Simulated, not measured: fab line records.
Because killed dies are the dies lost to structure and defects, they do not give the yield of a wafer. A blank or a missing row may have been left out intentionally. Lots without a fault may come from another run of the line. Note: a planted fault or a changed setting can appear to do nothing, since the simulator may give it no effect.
fab line records | flow sky130
record: lots: 11 | wafers: 33 | lastDay: 50
route steps=708 shown NWELL@34 PWDE@54 SONOS_ONO@182 LI_CONTACT@362 PAD_OPEN@708
lots that met no fault: taken from a fault-free run of the same line
startH: hours from the record's opening day to when the first of the lot's shown wafers began | waitH: hours since the lot's step before | " same as the row above | L1.1+2: a row that stands for several wafers | - either no value or no given start | * or withheld: withheld | < > ~ a bound
route shown NAME@n: names a module that has steps shown in the file, with the first one's number in the route | usual: the fault-free wafers' mean and standard deviation | same: alike in all rows | chamber/n: place in a boat | sites: per-site readings | _std_site: their standard deviation | _edge_site: inner sites' mean taken away from outer sites' mean | radiusMm: how far each site lies from the wafer's centre | mask NAME#n: copy n | behind: the tool/chamber that last shaped the wafer | hold: reason for holding the lot/hours on hold/outcome of the hold | device: whichever transistor did not switch (one of n, p or np) | end of line: tests run on the same wafers once the route is complete | a step without rows: its recipe alone | killed: the dies lost at the first sort to structure and to defects; this is not the yield of the wafer | map: dies across one wafer; x = killed, . = not, _ = none there
set.NAME: the setting as run; set.NAME@STEP: as run at that earlier step | model.NAME: the simulator's own value behind a step, which no gauge read
the route's steps for a sample of lots (tables are steps, rows are wafers)
services: a tool's chamber out of use, with start hour (startH, from the record's first day; less than 0 if before it), hours out, and reason
== steps ==
step: SKY_NWELL_THK_MEAS_02
recipe: reads: SiO2_of_NWELL_OXIDATION_01
usual: NWELL_OXIDATION_THK: 10.05/0.17
lot.wafer | tool         | chamber | startH | waitH | NWELL_OXIDATION_THK[nm]
L542.1    | filmMetro-02 | -       | 36.91  | 0.0   | 9.95
L542.3    | "            | -       | "      | "     | 9.93
L542.5    | "            | -       | "      | "     | 9.93
L543.2    | filmMetro-02 | -       | 42.09  | 0.0   | 10.19
L543.3    | "            | -       | "      | "     | 10.26
L543.5    | "            | -       | "      | "     | 10.40
L545.3    | filmMetro-01 | -       | 54.87  | 0.0   | 9.96
L545.4    | "            | -       | "      | "     | 10.01
L545.6    | "            | -       | "      | "     | 9.99
L546.2    | filmMetro-01 | -       | 56.25  | 0.0   | 9.97
L546.4    | "            | -       | "      | "     | 10.00
L546.6    | "            | -       | "      | "     | 10.07
L548.3    | filmMetro-02 | -       | 67.89  | 0.0   | 9.63
L548.4    | "            | -       | "      | "     | 9.75
L548.5    | "            | -       | "      | "     | 9.72
L551.2    | filmMetro-03 | -       | 83.63  | 0.0   | 10.07
L551.5    | "            | -       | "      | "     | 10.24
L551.6    | "            | -       | "      | "     | 10.07
L553.2    | filmMetro-02 | -       | 93.78  | 0.0   | 9.91
L553.3    | "            | -       | "      | "     | 10.04
L553.5    | "            | -       | "      | "     | 9.86
L562.1    | filmMetro-01 | -       | 143.01 | 0.0   | 10.33
L562.3    | "            | -       | "      | "     | 10.13
L562.5    | "            | -       | "      | "     | 10.31
L563.3    | filmMetro-03 | -       | 151.93 | 0.0   | 10.19
L563.4    | "            | -       | "      | "     | 9.95
L563.6    | "            | -       | "      | "     | 10.10
L564.2    | filmMetro-02 | -       | 153.50 | 0.0   | 10.00
L564.3    | "            | -       | "      | "     | 9.92
L564.5    | "            | -       | "      | "     | 9.87
L565.4    | filmMetro-02 | -       | 157.48 | 0.0   | 10.17
L565.5    | "            | -       | "      | "     | 10.08
L565.6    | "            | -       | "      | "     | 10.10
step: SKY_PWDE_STRIP_09
recipe: chemistry: O2/N2 | powerW: 1400 | pressureMtorr: 1500 | platenTempC: withheld | o2FlowSccm: 3000 | n2FlowSccm: 300 | overashFraction: 0.5
usual: chamberPressureMTorr: 1499.9/1.4 | drypumpMotorCurrentA: 5.4/0.44 | oesProductAu: 0.723/0.0048 | stripTimeToEndpointS: 36.93/0.091
lot.wafer | tool           | chamber | startH | waitH | chamberPressureMTorr | drypumpMotorCurrentA | oesProductAu | rfHoursCounterH | stripTimeToEndpointS
L542.1    | plasmaAsher-01 | 1       | 69.61  | 0.1   | 1501.3               | 5.9                  | 0.727        | 40              | 36.96
L542.3    | "              | 0       | "      | "     | 1498.9               | 5.5                  | 0.715        | -               | 36.95
L542.5    | "              | 1       | "      | "     | 1502.4               | 5.8                  | 0.726        | -               | 36.95
L543.2    | plasmaAsher-02 | 1       | 74.86  | 0.1   | 1498.0               | 5.2                  | 0.721        | 40              | 36.97
L543.3    | "              | 0       | "      | "     | 1502.9               | 6.3                  | 0.716        | -               | 36.95
L543.5    | "              | 0       | "      | "     | 1500.2               | 6.2                  | 0.717        | -               | 37.03
L545.3    | plasmaAsher-01 | 0       | 88.30  | 0.1   | 1499.6               | 5.5                  | 0.726        | -               | 36.98
L545.4    | "              | 1       | "      | "     | 1499.1               | 5.8                  | 0.722        | -               | 36.97
L545.6    | "              | 0       | "      | "     | 1499.0               | 5.5                  | 0.719        | -               | 37.07
L546.2    | plasmaAsher-01 | 0       | 89.31  | 0.1   | 1504.3               | 5.5                  | 0.723        | 42              | 36.90
L546.4    | "              | 0       | "      | "     | 1500.4               | 5.5                  | 0.725        | -               | 36.90
L546.6    | "              | 0       | "      | "     | 1499.4               | 5.4                  | 0.728        | -               | 36.80
L548.3    | plasmaAsher-01 | 0       | 101.80 | 0.1   | 1500.8               | 5.5                  | 0.717        | -               | 37.08
L548.4    | "              | 1       | "      | "     | 1498.7               | 5.8                  | 0.719        | -               | 36.95
L548.5    | "              | 1       | "      | "     | 1499.0               | 5.8                  | 0.717        | -               | 36.94
L551.2    | plasmaAsher-03 | 0       | 118.21 | 0.1   | 1500.2               | 5.0                  | 0.729        | 29              | 36.86
L551.5    | "              | 0       | "      | "     | 1497.1               | 5.0                  | 0.740        | -               | 36.91
L551.6    | "              | 1       | "      | "     | 1499.4               | 5.1                  | 0.726        | -               | 36.79
L553.2    | plasmaAsher-03 | 0       | 130.31 | 0.1   | 1498.7               | 5.1                  | 0.719        | 30              | 36.87
L553.3    | "              | 0       | "      | "     | 1498.6               | 5.1                  | 0.732        | -               | 37.02
L553.5    | "              | 0       | "      | "     | 1500.4               | 5.1                  | 0.725        | -               | 36.89
L562.1    | plasmaAsher-03 | 1       | 183.31 | 0.1   | 1499.2               | 5.1                  | 0.720        | 35              | 37.02
L562.3    | "              | 1       | "      | "     | 1498.3               | 5.1                  | 0.727        | -               | 36.85
L562.5    | "              | 1       | "      | "     | 1503.0               | 5.0                  | 0.714        | -               | 36.98
L563.3    | plasmaAsher-02 | 0       | 193.20 | 0.1   | 1498.6               | 6.3                  | 0.732        | -               | 36.97
L563.4    | "              | 1       | "      | "     | 1499.6               | 5.2                  | 0.729        | -               | 37.02
L563.6    | "              | 1       | "      | "     | 1500.1               | 5.2                  | 0.725        | -               | 37.07
L564.2    | plasmaAsher-03 | 1       | 194.97 | 0.1   | 1501.2               | 5.1                  | 0.722        | 36              | 36.83
L564.3    | "              | 1       | "      | "     | 1498.9               | 5.1                  | 0.715        | -               | 36.88
L564.5    | "              | 1       | "      | "     | 1502.1               | 5.1                  | 0.721        | -               | 36.80
L565.4    | plasmaAsher-01 | 1       | 199.79 | 0.1   | 1499.8               | 5.9                  | 0.727        | -               | 36.98
L565.5    | "              | 0       | "      | "     | 1497.7               | 5.4                  | 0.728        | -               | 36.85
L565.6    | "              | 1       | "      | "     | 1501.7               | 5.8                  | 0.721        | -               | 36.89
step: SKY_SONOS_ONO_OVL_MEAS_14
usual: SONOS_ONO_OVL: -0.4/1.8
lot.wafer | tool       | chamber | startH | waitH | SONOS_ONO_OVL[nm]
L542.1    | overlay-01 | -       | 280.59 | 0.1   | 0.4
L542.3    | "          | -       | "      | "     | 0.7
L542.5    | "          | -       | "      | "     | -0.2
L543.2    | overlay-02 | -       | 286.40 | 0.1   | 1.0
L543.3    | "          | -       | "      | "     | 2.4
L543.5    | "          | -       | "      | "     | 1.3
L545.3    | overlay-01 | -       | 311.41 | 0.1   | -1.4
L545.4    | "          | -       | "      | "     | -2.6
L545.6    | "          | -       | "      | "     | 0.2
L546.2    | overlay-02 | -       | 312.00 | 0.1   | 0.6
L546.4    | "          | -       | "      | "     | 0.6
L546.6    | "          | -       | "      | "     | 0.6
L548.3    | overlay-01 | -       | 329.01 | 0.1   | -0.9
L548.4    | "          | -       | "      | "     | 0.6
L548.5    | "          | -       | "      | "     | 0.4
L551.2    | overlay-01 | -       | 353.11 | 0.1   | -0.2
L551.5    | "          | -       | "      | "     | 2.3
L551.6    | "          | -       | "      | "     | -1.5
L553.2    | overlay-02 | -       | 369.06 | 0.1   | 2.2
L553.3    | "          | -       | "      | "     | 3.9
L553.5    | "          | -       | "      | "     | 0.9
L562.1    | overlay-02 | -       | 450.59 | 0.1   | -1.0
L562.3    | "          | -       | "      | "     | -0.4
L562.5    | "          | -       | "      | "     | 1.3
L563.3    | overlay-02 | -       | 459.55 | 0.1   | 1.9
L563.4    | "          | -       | "      | "     | 0.3
L563.6    | "          | -       | "      | "     | 0.1
L564.2    | overlay-01 | -       | 463.86 | 0.1   | -1.1
L564.3    | "          | -       | "      | "     | -0.7
L564.5    | "          | -       | "      | "     | -1.3
L565.4    | overlay-02 | -       | 472.42 | 0.1   | -1.8
L565.5    | "          | -       | "      | "     | -2.1
L565.6    | "          | -       | "      | "     | -0.4
step: SKY_LI_CONTACT_HDPCVD_00
recipe: material: PSG | targetThkNm: 930 | sigmaOpenFrac: 0.3 | timeS: 155 | tempC: 600 | sih4FlowSccm: 60 | pressureMtorr: 6
usual: runLengthS: 182.9/0.81
lot.wafer | tool      | chamber | startH | waitH | runLengthS
L542.1    | hdpcvd-02 | 1       | 647.08 | 0.0   | 184.0
L542.3    | "         | 2       | "      | "     | 182.2
L542.5    | "         | 0       | "      | "     | 182.6
L543.2    | hdpcvd-01 | 0       | 653.90 | 0.0   | 182.2
L543.3    | "         | 2       | "      | "     | 183.6
L543.5    | "         | 2       | "      | "     | 183.8
L545.3    | hdpcvd-01 | 0       | 685.60 | 0.0   | 182.1
L545.4    | "         | 0       | "      | "     | 182.3
L545.6    | "         | 1       | "      | "     | 182.3
L546.2    | hdpcvd-02 | 1       | 687.90 | 0.0   | 183.7
L546.4    | "         | 1       | "      | "     | 183.6
L546.6    | "         | 2       | "      | "     | 181.9
L548.3    | hdpcvd-02 | 2       | 696.29 | 0.0   | 181.8
L548.4    | "         | 1       | "      | "     | 184.0
L548.5    | "         | 2       | "      | "     | 181.8
L551.2    | hdpcvd-02 | 0       | 722.89 | 0.0   | 182.3
L551.5    | "         | 2       | "      | "     | 182.5
L551.6    | "         | 1       | "      | "     | 183.6
L553.2    | hdpcvd-02 | 1       | 737.30 | 0.0   | 184.2
L553.3    | "         | 0       | "      | "     | 228.5
L553.5    | "         | 0       | "      | "     | 182.5
L562.1    | hdpcvd-02 | 2       | 810.45 | 0.0   | 181.8
L562.3    | "         | 1       | "      | "     | 184.2
L562.5    | "         | 2       | "      | "     | 182.8
L563.3    | hdpcvd-01 | 1       | 814.98 | 0.0   | 182.4
L563.4    | "         | 1       | "      | "     | 182.4
L563.6    | "         | 2       | "      | "     | 183.3
L564.2    | hdpcvd-02 | 2       | 823.69 | 0.0   | 182.0
L564.3    | "         | 0       | "      | "     | 182.9
L564.5    | "         | 2       | "      | "     | 182.8
L565.4    | hdpcvd-01 | 1       | 827.69 | 0.1   | 182.4
L565.5    | "         | 2       | "      | "     | 183.5
L565.6    | "         | 0       | "      | "     | 181.9
step: SKY_LI_CONTACT_THK_MEAS_01
recipe: reads: PSG_of_LI_CONTACT_HDPCVD_00
usual: LI_CONTACT_HDPCVD_THK: 933/9.8
lot.wafer | tool         | chamber | startH | waitH | LI_CONTACT_HDPCVD_THK[nm]
L542.1    | filmMetro-04 | -       | 647.19 | 0.1   | 933
L542.3    | "            | -       | "      | "     | 913
L542.5    | "            | -       | "      | "     | 929
L543.2    | filmMetro-01 | -       | 654.04 | 0.1   | 912
L543.3    | "            | -       | "      | "     | 923
L543.5    | "            | -       | "      | "     | 921
L545.3    | filmMetro-04 | -       | 685.72 | 0.1   | 913
L545.4    | "            | -       | "      | "     | 928
L545.6    | "            | -       | "      | "     | 931
L546.2    | filmMetro-04 | -       | 688.01 | 0.1   | 948
L546.4    | "            | -       | "      | "     | 937
L546.6    | "            | -       | "      | "     | 927
L548.3    | filmMetro-01 | -       | 696.41 | 0.1   | 933
L548.4    | "            | -       | "      | "     | 954
L548.5    | "            | -       | "      | "     | 943
L551.2    | filmMetro-02 | -       | 723.00 | 0.1   | 945
L551.5    | "            | -       | "      | "     | 958
L551.6    | "            | -       | "      | "     | 949
L553.2    | filmMetro-02 | -       | 737.41 | 0.1   | 945
L553.3    | "            | -       | "      | "     | 1215
L553.5    | "            | -       | "      | "     | 938
L562.1    | filmMetro-01 | -       | 810.55 | 0.1   | 929
L562.3    | "            | -       | "      | "     | 942
L562.5    | "            | -       | "      | "     | 933
L563.3    | filmMetro-04 | -       | 815.11 | 0.1   | 940
L563.4    | "            | -       | "      | "     | 931
L563.6    | "            | -       | "      | "     | 932
L564.2    | filmMetro-02 | -       | 823.81 | 0.1   | 927
L564.3    | "            | -       | "      | "     | 921
L564.5    | "            | -       | "      | "     | 927
L565.4    | filmMetro-01 | -       | 827.77 | 0.0   | 920
L565.5    | "            | -       | "      | "     | 921
L565.6    | "            | -       | "      | "     | 922
step: SKY_LI_CONTACT_CMP_02
recipe: material: PSG | downForcePsi: 4 | platenRpm: 60 | padVelocityMS: 0.94248
usual: headPressurePsi: 4.000/0.0078 | motorCurrentA: 11.0/1 | slurryFilterDpKPa: 13.49/0.14 | timeToEndpointS: 33.6/2.6
lot.wafer | tool   | chamber | startH | waitH | headPressurePsi | motorCurrentA | slurryFilterDpKPa | timeToEndpointS
L542.3    | cmp-02 | 2       | 647.30 | 0.1   | 3.995           | 10.1          | 13.64             | 31.9
L542.1    | "      | 0       | "      | "     | 4.010           | 10.1          | 13.37             | 30.9
L542.5    | "      | 2       | "      | "     | 4.008           | 9.7           | 13.26             | 32.8
L543.3    | cmp-02 | 0       | 654.09 | 0.0   | 4.006           | 10.3          | 13.47             | 29.7
L543.2    | "      | 1       | "      | "     | 4.001           | 12.0          | 13.35             | 30.1
L543.5    | "      | 0       | "      | "     | 4.005           | 10.5          | 13.67             | 28.1
L545.4    | cmp-01 | 0       | 685.81 | 0.1   | 3.992           | 10.1          | 13.57             | 35.4
L545.3    | "      | 2       | "      | "     | 4.001           | 11.4          | 13.66             | 32.9
L545.6    | "      | 3       | "      | "     | 3.993           | 10.6          | 13.56             | 33.1
L546.4    | cmp-01 | 3       | 688.11 | 0.1   | 4.000           | 11.0          | 13.52             | 34.2
L546.2    | "      | 1       | "      | "     | 4.004           | 12.7          | 13.39             | 35.5
L546.6    | "      | 2       | "      | "     | 4.006           | 11.1          | 13.46             | 33.6
L548.4    | cmp-01 | 1       | 696.45 | 0.0   | 3.996           | 13.2          | 13.56             | 39.2
L548.3    | "      | 0       | "      | "     | 4.013           | 10.4          | 13.52             | 35.9
L548.5    | "      | 1       | "      | "     | 4.002           | 12.7          | 13.56             | 36.9
L551.2    | cmp-01 | 2       | 723.20 | 0.2   | 4.012           | 11.1          | 13.54             | 34.9
L551.6    | "      | 3       | "      | "     | 3.999           | 10.3          | 13.66             | 35.1
L551.5    | "      | 0       | "      | "     | 3.992           | 10.2          | 13.51             | 37.4
L553.3    | cmp-01 | 2       | 737.51 | 0.1   | 3.993           | 10.4          | 13.44             | 62.7
L553.2    | "      | 3       | "      | "     | 4.007           | 11.3          | 13.40             | 33.6
L553.5    | "      | 1       | "      | "     | 4.005           | 12.7          | 13.43             | 34.2
L562.3    | cmp-01 | 3       | 810.61 | 0.0   | 4.011           | 11.3          | 13.44             | 33.0
L562.1    | "      | 1       | "      | "     | 4.005           | 13.2          | 13.38             | 34.5
L562.5    | "      | 3       | "      | "     | 3.994           | 10.8          | 13.33             | 32.2
L563.3    | cmp-02 | 2       | 815.15 | 0.0   | 3.991           | 10.4          | 13.84             | 38.3
L563.4    | "      | 3       | "      | "     | 4.013           | 11.5          | 13.49             | 33.8
L563.6    | "      | 2       | "      | "     | 4.014           | 9.3           | 13.65             | 36.5
L564.2    | cmp-02 | 3       | 823.96 | 0.1   | 4.000           | 10.4          | 13.53             | 34.0
L564.3    | "      | 0       | "      | "     | 4.007           | 10.0          | 13.44             | 29.9
L564.5    | "      | 2       | "      | "     | 3.992           | 9.8           | 13.37             | 33.0
L565.4    | cmp-02 | 0       | 827.85 | 0.1   | 3.994           | 10.8          | 13.74             | 34.4
L565.5    | "      | 3       | "      | "     | 3.995           | 10.6          | 13.57             | 31.3
L565.6    | "      | 0       | "      | "     | 4.006           | 9.7           | 13.42             | 32.3
step: SKY_PAD_OPEN_PROBE_99
usual: killed_at_M0_to_M3: 44/7.5 | killed_at_M4_up: 3.2/1.9 | killedAtContacts: 23/4.7 | killedAtFrontEnd: 15/4.7 | killedAtOther: 0.4/0.66 | killedDies: 87/9.3 | killedOnRim: 17/4.1 | killedOpen: 47/7.2 | killedShort: 39/6.5
same: grossDies: 492 | killedAtBackSide: 0
lot.wafer | tool      | chamber | startH  | waitH | killed_at_M0_to_M3 | killed_at_M4_up | killedAtContacts | killedAtFrontEnd | killedAtOther | killedDies | killedOnRim | killedOpen | killedShort
L553.2    | prober-01 | -       | 1144.81 | 0.1   | 51                 | 1               | 20               | 15               | 0             | 87         | 12          | 52         | 35
killed by level:class
L553.2 VIA2:geometricParticle:open=13 VIA1:geometricParticle:open=9 METAL1:geometricParticle:short=7 CONTACT:geometricParticle:open=7 LI_CONTACT:geometricParticle:open=6 VIA3:geometricParticle:open=6 FIELD_ISO:geometricParticle:short=5 FIELD_ISO:geometricParticle:open=4
== services ==
tool      | chamber | startH | hours | kind
cmp-02    | -       | 64.00  | 4.0   | pm
hdpcvd-02 | -       | 66.75  | 15.0  | pm
cmp-02    | -       | 83.30  | 2.8   | repair
cmp-01    | -       | 206.34 | 3.8   | repair
cmp-01    | -       | 210.14 | 5.8   | pm
cmp-01    | -       | 232.00 | 4.0   | pm
cmp-01    | -       | 250.06 | 3.8   | repair
hdpcvd-02 | -       | 318.76 | 1.6   | repair
cmp-01    | -       | 319.53 | 3.2   | repair
cmp-01    | -       | 343.94 | 0.6   | repair
hdpcvd-02 | -       | 345.82 | 0.9   | repair
cmp-01    | -       | 357.60 | 5.3   | pm
cmp-01    | -       | 405.68 | 1.2   | repair
hdpcvd-02 | 0       | 448.83 | 14.9  | repair
hdpcvd-02 | -       | 476.56 | 0.5   | repair
cmp-01    | -       | 572.00 | 4.0   | pm
hdpcvd-02 | -       | 606.04 | 0.9   | repair
cmp-01    | -       | 610.99 | 0.3   | repair
cmp-01    | -       | 635.97 | 0.4   | repair
hdpcvd-02 | -       | 645.06 | 1.6   | repair
hdpcvd-02 | -       | 650.75 | 15.0  | pm
cmp-01    | -       | 696.99 | 0.6   | repair
cmp-01    | -       | 726.60 | 5.5   | pm
cmp-01    | -       | 819.73 | 0.9   | repair
== key ==
firstSign: step: SKY_LI_CONTACT_HDPCVD_00 | reading: runLengthS | direction: up | sigmas: 57 | usual: * | struck: *
effect: step: SKY_LI_CONTACT_THK_MEAS_01 | reading: LI_CONTACT_HDPCVD_THK | direction: up | sigmas: 29 | usual: 933 | struck: 1215
effect: step: SKY_LI_CONTACT_CMP_02 | reading: timeToEndpointS | direction: up | sigmas: 11 | usual: * | struck: *
metAt SKY_LI_CONTACT_HDPCVD_00
struckLots L553
struckWafers L553.3
testerLeftOut L553
notActingAt SKY_NWELL_THK_MEAS_02,SKY_PWDE_STRIP_09,SKY_SONOS_ONO_OVL_MEAS_14
onsetBetween 722.89 737.30
fault: kind: processParameterDrift | tool: hdpcvd-02 | chamber: - | onsetH: 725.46 | steps: SKY_LI_CONTACT_HDPCVD_00 | channel: timeS | offset: * | shape: step | endH: 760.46 | scope: struckWafersOnly | actsIn: * | stated: *
testerLeftOut: of these lots the tester's yield and bins aren't shown, on N5 and GAA mostly nor the transistor test; their killed dies are dies lost to structure and defects alone, not to doping, threshold or leakage, so they don't give the yield
